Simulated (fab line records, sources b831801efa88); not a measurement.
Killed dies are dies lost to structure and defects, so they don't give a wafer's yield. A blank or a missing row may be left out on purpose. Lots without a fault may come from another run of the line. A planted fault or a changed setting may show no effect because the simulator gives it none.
One fault seen from 2 desks | flow sfq_line | each desk has only its own numbers; what lay behind them comes last

THE METROLOGY DESK
What the gauges read, lot by lot, whatever tool the lot ran on: means of the sampled wafers that have a number. A lot is out of limits, marked OUT, if its mean lies more than 4 standard deviations from the usual mean; the brackets give that distance.
Columns: A = M4_NB_RS at SFQ_M4_RS_MEAS_924, usual 0.897 ohm/sq; B = M5_OVL at SFQ_M5_OVL_MEAS_932, usual -4 nm
lot  | first seen here | A               | B
L568 | day 50 22:27    | 0.886           | -8
L569 | day 51 03:47    | 0.903           | -2
L570 | day 51 10:23    | 0.886           | -1
L571 | day 51 17:36    | 0.899           | -5
L572 | day 52 16:23    | 0.903           | 1
L573 | day 53 00:13    | 0.890           | -10
L579 | day 55 00:38    | 1.108 (+16) OUT | -1
L583 | day 56 16:42    | 0.899           | 9
L585 | day 57 02:23    | 0.903           | -2
L587 | day 57 05:54    | 0.890           | 4
L588 | day 57 15:32    | 0.908           | -9
L589 | day 57 20:22    | 0.894           | -6
L591 | day 58 20:18    | 0.906           | -4
This desk's finding: out of limits on L579; first on L579, day 55 00:38 (M4_NB_RS at SFQ_M4_RS_MEAS_924). In limits: L568, L569, L570, L571, L572, L573, L583, L585, L587, L588, L589, L591.

THE TOOL OWNER'S DESK: pvd_sputter-04
The tool's own readings at SFQ_TRILAYER_M4_DEP_SPUTTER_091 (material Nb, target thk 200 nm, time 133.3 s): means of the sampled wafers that have a number, for each lot that ran on this tool. A lot is out of limits, marked OUT, if its mean lies more than 4 standard deviations from the usual mean; the brackets give that distance.
Columns: A = throttle_valve_pct at SFQ_TRILAYER_M4_DEP_SPUTTER_091, usual 29.9 %
lot  | first seen here | A
L568 | day 50 22:18    | 30.0
L579 | day 55 00:33    | 28.9
This desk's finding: nothing out of limits on any of the 2 lots.

PUT TOGETHER
The metrology desk could have raised an alarm at day 55 00:38, on L579.
The tool owner's desk saw nothing out of limits.
The tool owner's desk has L579 on record, within its limits.
Of the lots named, all ran SFQ_TRILAYER_M4_DEP_SPUTTER_091 on pvd_sputter-04.

WHAT THE SIMULATOR HAD PUT IN
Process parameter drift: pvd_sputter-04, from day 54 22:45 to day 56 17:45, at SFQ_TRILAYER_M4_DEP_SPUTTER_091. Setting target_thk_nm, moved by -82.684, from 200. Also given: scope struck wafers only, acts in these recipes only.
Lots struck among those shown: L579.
Hours from the fault's start to each desk's first reading out of limits: the metrology desk, 2.
